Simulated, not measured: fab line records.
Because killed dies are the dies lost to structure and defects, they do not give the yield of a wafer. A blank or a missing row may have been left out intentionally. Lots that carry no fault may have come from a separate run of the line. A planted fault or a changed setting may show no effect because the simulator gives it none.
fab line records | flow sky130
record: lots: 6 wafers: 18 lastDay: 50
route steps=708 shown METAL1@457 VIA1@458
lots that met no fault: taken from a fault-free run of the same line
startH: hours from the record's opening day to when the first of the lot's shown wafers began | waitH: how many hours have passed since the lot's step before this one | " as in the row above | L1.1+2: a row that stands for several wafers | - no value present, or no start provided | * or withheld: withheld | < > ~ a bound
route shown NAME@n: names a module that has steps shown in the file, with the first one's number in the route | usual: mean and standard deviation over wafers with no fault | same: alike in all rows | chamber/n: place in a boat | sites: each site's reading | _std_site: the standard deviation of these | _edge_site: inner sites' mean taken away from outer sites' mean | radiusMm: for every site, how far away it sits from the centre of the wafer | mask NAME#n: copy n | behind: the most recent tool/chamber to have shaped the wafer | hold: cause of the lot's hold/its duration in hours/its outcome | device: transistor that didn't switch, given as n, p or np | end of line: the route-end tests of the same wafers | a step without rows: its recipe alone | killed: the dies lost at the first sort to structure and to defects; this is not the yield of the wafer | map: the dies of a wafer, with x for killed, . for not killed, _ for no die there
set.NAME: setting as actually run; set.NAME@STEP: the setting as run at that earlier step | model.NAME: the simulator's own value behind a step, which no gauge read
certain route steps with their lots: each step a table, each wafer a row
services: from which hour (startH, from the record's first day; less than 0 if before it) a tool's chamber was out of use, for how many hours, and why
== steps ==
step: SKY_METAL1_CLEAN_23
recipe: chemistry: O3/DIW dry: n2Spin
step: SKY_VIA1_HDPCVD_00
recipe: material: SiO2 targetThkNm: 1030 sigmaOpenFrac: 0.3 timeS: 171.7 tempC: 400 sih4FlowSccm: 60 pressureMtorr: 6
step: SKY_VIA1_THK_MEAS_01
recipe: reads: SiO2_of_VIA1_HDPCVD_00
usual: VIA1_HDPCVD_THK: 1026/11
columns lot.wafer tool chamber startH waitH VIA1_HDPCVD_THK[nm]
L743.4 filmMetro-02 - 884.80 0.0 1028
L743.5 " - " " 1028
L743.6 " - " " 1022
L740.1 filmMetro-03 - 885.24 0.1 1021
L740.2 " - " " 1029
L740.4 " - " " 1028
L746.1 filmMetro-03 - 894.37 0.1 1029
L746.3 " - " " 1015
L746.6 " - " " 1032
L751.2 filmMetro-03 - 926.91 0.1 1024
L751.4 " - " " 1005
L751.6 " - " " 1028
L752.3 filmMetro-02 - 931.97 0.1 1036
L752.4 " - " " 1050
L752.5 " - " " 1025
L753.3 filmMetro-02 - 935.47 0.1 1008
L753.4 " - " " 1002
L753.5 " - " " 996
step: SKY_VIA1_CMP_02
recipe: material: SiO2 downForcePsi: 4 platenRpm: 60 padVelocityMS: 0.94248
usual: edgeZonePressureFrac: 1.000/0.0049 motorCurrentA: 11.9/1.8 slurryFlowMlMin: 150.0/0.43
columns lot.wafer tool chamber startH waitH edgeZonePressureFrac motorCurrentA slurryFlowMlMin
L743.4 cmp-01 3 884.93 0.1 1.000 10.9 149.9
L743.5 " 1 " " 1.006 12.7 150.2
L743.6 " 2 " " 1.006 13.1 150.1
L740.2 cmp-02 2 885.30 0.0 0.996 15.1 150.3
L740.1 " 3 " " 0.993 11.5 150.4
L740.4 " 0 " " 0.994 12.1 150.0
L746.3 cmp-02 3 894.43 0.0 0.996 11.2 151.1
L746.1 " 2 " " 1.011 14.9 149.9
L746.6 " 0 " " 0.999 11.4 150.8
L751.2 cmp-02 3 927.01 0.1 0.998 11.8 150.4
L751.4 " 0 " " 0.999 11.2 149.9
L751.6 " 2 " " 1.006 15.1 150.5
L752.4 cmp-01 3 932.35 0.4 0.995 10.2 149.3
L752.3 " 0 " " 1.010 8.5 149.9
L752.5 " 3 " " 0.997 10.3 149.3
L753.3 cmp-01 0 935.56 0.1 1.000 9.2 148.9
L753.4 " 2 " " 0.999 12.0 150.2
L753.5 " 3 " " 1.002 10.8 150.1
step: SKY_VIA1_BOW_MEAS_03
recipe: mode: bow
usual: VIA1_BOW: 80/7.5
columns lot.wafer tool chamber startH waitH VIA1_BOW[um]
L743.4 filmMetro-01 - 885.19 0.2 76
L743.5 " - " " 89
L743.6 " - " " 77
L740.1 filmMetro-01 - 885.60 0.2 83
L740.2 " - " " 75
L740.4 " - " " 83
L746.1 filmMetro-01 - 894.73 0.1 83
L746.3 " - " " 68
L746.6 " - " " 84
L751.2 filmMetro-02 - 927.28 0.2 79
L751.4 " - " " 77
L751.6 " - " " 77
L752.3 filmMetro-01 - 932.69 0.2 83
L752.4 " - " " 84
L752.5 " - " " 93
L753.3 filmMetro-03 - 935.85 0.2 94
L753.4 " - " " 88
L753.5 " - " " 77
step: SKY_VIA1_DEHYDRATE_04
recipe: tempC: 200 timeS: 60
step: SKY_VIA1_HMDS_05
recipe: primeTimeS: 60 primeTempC: 120
step: SKY_VIA1_COAT_06
recipe: resist: BARC tempC: withheld timeS: withheld spinRpm: 3000 resistThkNm: 60
step: SKY_VIA1_COAT_07
recipe: resist: KrF-thick spinRpm: 3000 resistThkNm: 450
step: SKY_VIA1_SOFTBAKE_08
recipe: tempC: 100 timeS: 90 resist: KrF-thick
step: SKY_VIA1_EXPOSE_09
recipe: maskId: VIM na: 0.8 sourceShape: annular sigmaInner: 0.55 sigmaOuter: 0.85 targetCdNm: 150 doseMj: 38
step: SKY_VIA1_PEB_10
recipe: pebTempC: withheld pebTimeS: withheld resist: KrF-thick
step: SKY_VIA1_DEVELOP_11
recipe: developTimeS: 60 resist: KrF-thick devTempC: 21
usual: chillPlateTempC: 23.01/0.11 developTimeS: 60/0
columns lot.wafer tool chamber startH waitH chillPlateTempC developTimeS model.KrF-thick_of_VIA1_COAT_07.thkNm
L743.4 lithoTrack-01 - 910 - - - 451
L743.5 " - " " - - 451.6
L743.6 " - " " - - 450
L740.1 lithoTrack-01 - 910 - - - 451.5
L740.2 " - " " - - 450.8
L740.4 " - " " - - 452.9
L746.1 lithoTrack-01 0 920 - 23.12 60 434.8
L746.3 " 0 " " 23.11 60 434.9
L746.6 " 0 " " 22.98 60 434.1
L751.2 lithoTrack-03 0 951 - 23.08 60 436.5
L751.4 " 0 " " 22.97 60 436.5
L751.6 " 0 " " 23.12 60 438.3
L752.3 lithoTrack-04 0 956 - 22.91 60 436.9
L752.4 " 0 957 - 22.84 60 436.5
L752.5 " 0 " " 22.89 60 435.9
L753.3 lithoTrack-01 0 960 - 22.81 60 436.1
L753.4 " 0 " " 22.88 60 436.7
L753.5 " 0 " " 22.96 60 437
step: SKY_VIA1_CD_MEAS_12
recipe: targetCdNm: 150
usual: cdNm: 149.0/1.7
columns lot.wafer tool chamber startH waitH cdNm
L743.4 cdSem-01 - 910.71 - -
L743.5 " - " " -
L743.6 " - " " -
L740.1 cdSem-02 - 911.00 - -
L740.2 " - " " -
L740.4 " - " " -
L746.1 cdSem-02 - 920.15 - 149.7
L746.3 " - " " 150.3
L746.6 " - " " 149.6
L751.2 cdSem-02 - 951.21 - 150.1
L751.4 " - " " 151.4
L751.6 " - " " 149.0
L752.3 cdSem-02 - 957.14 - 150.1
L752.4 " - " " 149.2
L752.5 " - " " 149.4
L753.3 cdSem-01 - 960.14 - 145.3
L753.4 " - " " 145.0
L753.5 " - " " 145.3
== services ==
columns tool chamber startH hours kind
cmp-01 - 874.58 1.3 repair
cmp-01 - 912.00 4.0 pm
cmp-01 - 916.00 - consumableReplace:conditioner
cmp-01 - 916.00 - consumableReplace:pad
cmp-02 - 927.84 27.9 repair
lithoTrack-03 - 941.88 - consumableReplace:filter
== key ==
firstSign: step: SKY_VIA1_DEVELOP_11 reading: toolRecord direction: missing
effect none on later readings
modelEffect: step: SKY_VIA1_DEVELOP_11 value: KrF-thick_of_VIA1_COAT_07.thkNm without: 437.2 struck: 451.3
metAt SKY_VIA1_DEVELOP_11
struckWafers L740.1,L740.2,L740.4,L743.4,L743.5,L743.6
laterRowsLeftOut L740.1,L740.2,L740.4,L743.4,L743.5,L743.6
sortLeftOut L740.1,L740.2,L740.4,L743.4,L743.5,L743.6
fault: kind: skippedStepWhole tool: lithoTrack-01 chamber: - onsetH: 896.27 steps: SKY_VIA1_DEVELOP_11 scope: struckLotsOnly
sortLeftOut: the simulated sort isn't trusted on such a fault, so these wafers' sort isn't shown, and their yield isn't known
laterRowsLeftOut: the simulator's readings of these wafers behind a module that went badly wrong aren't trusted and aren't shown, but for the sort
